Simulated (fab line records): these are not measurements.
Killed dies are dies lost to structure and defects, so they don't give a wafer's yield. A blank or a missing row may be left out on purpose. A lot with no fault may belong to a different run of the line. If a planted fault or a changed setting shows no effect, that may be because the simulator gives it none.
Which tool was responsible? ; flow sky130 ; Sampling: 11 lots, 33 wafers, 5 of 708 route steps

## WHAT EACH GAUGE READ, for each wafer
SKY_VT_ADJUST_HVTR_CD_MEAS_07: the cd target is 380 nm. Usual: cd_nm 379.0 nm, standard deviation 2.7.
lot;measured;on;cd_nm (nm);flag
L747;day 9 18:45;cd_sem-01;381.8 380.7 381.9;
L750;day 11 01:28;cd_sem-01;- - -;OFF
L755;day 12 06:14;cd_sem-01;378.9 380.5 377.5;
L758;day 13 10:47;cd_sem-01;378.2 380.8 380.5;
L760;day 13 13:12;cd_sem-02;379.4 376.7 377.8;
L763;day 14 14:45;cd_sem-02;375.3 374.5 375.2;
L764;day 15 09:29;cd_sem-02;381.4 382.6 383.5;
L765;day 15 15:32;cd_sem-02;376.3 376.2 376.4;
L767;day 16 15:35;cd_sem-02;380.0 376.4 377.1;
L768;day 16 18:03;cd_sem-02;381.7 383.3 383.8;
L769;day 17 00:50;cd_sem-02;380.3 384.0 382.4;

SKY_VT_ADJUST_HVTR_TW_MEAS_11. Usual: for VT_ADJUST_HVTR_TW the level is 212.7 and the standard deviation is 1.1.
lot;measured;on;VT_ADJUST_HVTR_TW;flag
L747;day 9 19:08;film_metro-02;212.4 211.0 212.5;
L750;day 11 01:52;film_metro-02;30.3 30.2 30.4;OFF
L755;day 12 06:39;film_metro-04;211.9 212.3 212.3;
L758;day 13 11:10;film_metro-01;214.6 213.3 214.1;
L760;day 13 13:37;film_metro-02;211.5 211.5 211.6;
L763;day 14 15:10;film_metro-04;210.6 211.5 210.7;
L764;day 15 09:54;film_metro-02;213.1 213.0 212.8;
L765;day 15 15:56;film_metro-01;212.4 211.8 213.9;
L767;day 16 16:00;film_metro-01;212.7 213.0 213.3;
L768;day 16 18:27;film_metro-01;213.1 212.2 211.7;
L769;day 17 01:15;film_metro-01;215.9 214.6 215.1;

SKY_SONOS_TUNNEL_TW_MEAS_12. Usual: for SONOS_TUNNEL_TW the level is 198.9 and the standard deviation is 0.99.
lot;measured;on;SONOS_TUNNEL_TW;flag
L747;day 11 17:02;film_metro-03;198.8 198.7 200.7;
L750;day 13 01:56;film_metro-03;252.7 252.2 252.3;OFF
L755;day 14 10:13;film_metro-02;198.6 200.1 198.7;
L758;day 15 16:59;film_metro-03;198.3 197.6 197.2;
L760;day 15 19:18;film_metro-02;198.6 199.0 198.3;
L763;day 16 23:19;film_metro-03;196.8 198.9 197.5;
L764;day 17 18:27;film_metro-02;199.6 198.2 199.5;
L765;day 18 00:53;film_metro-03;197.9 199.0 198.4;
L767;day 19 03:51;film_metro-01;199.0 199.2 201.4;
L768;day 19 07:01;film_metro-02;200.0 198.6 199.4;
L769;day 19 14:50;film_metro-02;200.3 199.0 198.2;

SKY_POLY_CUT_CD_MEAS_08: the cd target is 270 nm. Usual: cd_nm 270.1 nm, standard deviation 1.3.
lot;measured;on;cd_nm (nm);flag
L747;day 24 15:39;cd_sem-02;269.4 270.3 269.7;
L750;day 26 00:59;cd_sem-02;269.7 270.5 270.4;
L755;day 27 20:17;cd_sem-02;271.1 272.5 271.9;
L758;day 28 20:38;cd_sem-02;272.7 273.4 273.1;
L760;day 29 04:23;cd_sem-01;272.8 272.0 272.2;
L763;day 30 04:11;cd_sem-02;268.8 268.4 268.9;
L764;day 30 21:17;cd_sem-01;270.6 270.6 270.2;
L765;day 31 01:44;cd_sem-02;270.7 271.0 271.5;
L767;day 32 00:20;cd_sem-01;270.1 270.5 270.8;
L768;day 32 08:03;cd_sem-02;269.2 270.0 269.4;
L769;day 32 15:05;cd_sem-02;268.9 270.0 269.8;

## WHAT TOOL EACH LOT RAN ON (gives the tool, then ch and the chambers of the sampled wafers, and finally the start)
lot;SKY_VT_ADJUST_HVTR_EXPOSE_04
L747;iline_stepper-01 ch 0, day 9 09:08
L750;iline_stepper-01 ch 0, day 10 13:33
L755;iline_stepper-02 ch 0, day 11 18:16
L758;iline_stepper-01 ch 0, day 12 21:52
L760;iline_stepper-01 ch 0, day 13 00:10
L763;iline_stepper-01 ch 0, day 14 01:25
L764;iline_stepper-01 ch 0, day 14 19:50
L765;iline_stepper-01 ch 0, day 15 01:30
L767;iline_stepper-02 ch 0, day 16 01:47
L768;iline_stepper-01 ch 0, day 16 04:45
L769;iline_stepper-02 ch 0, day 16 10:31
- SKY_VT_ADJUST_HVTR_EXPOSE_04: exposes mask HVTRM, target cd 380 nm.

## WHAT THE TOOLS THEMSELVES READ (means of the sampled wafers that have a number; where no wafer has one, the mark that the record gives instead)
The record holds no such reading with a usual standard deviation.

## THE ANSWER, worked out from the rows above alone
Rule: a lot is off if the mean of its wafers that have a number lies more than 3 standard deviations from the usual mean. Also off: a lot with no number at a reading for which 4 or more lots have one. Where the step has rows for the other lots, those lots are counted as sound. First the gauges in route order, then the tools' own readings, where a lot's mean is used as printed above. The first step at which some lot is off is used, and at that step the reading that is off furthest; a lot without a number counts as furthest.
Off: L750 (SKY_VT_ADJUST_HVTR_CD_MEAS_07, cd_nm). Without a number there: L750.
A tool fits if, at a process step before that reading, it ran every lot that is off, and no sound lot after the first of them. Not tried: the gauges at SKY_VT_ADJUST_HVTR_CD_MEAS_07; whatever is off there is also off at SKY_VT_ADJUST_HVTR_TW_MEAS_11, on other tools, and gauge error can't account for it. None of those tried fits.

## WHAT HAD BEEN PUT IN BY THE SIMULATOR
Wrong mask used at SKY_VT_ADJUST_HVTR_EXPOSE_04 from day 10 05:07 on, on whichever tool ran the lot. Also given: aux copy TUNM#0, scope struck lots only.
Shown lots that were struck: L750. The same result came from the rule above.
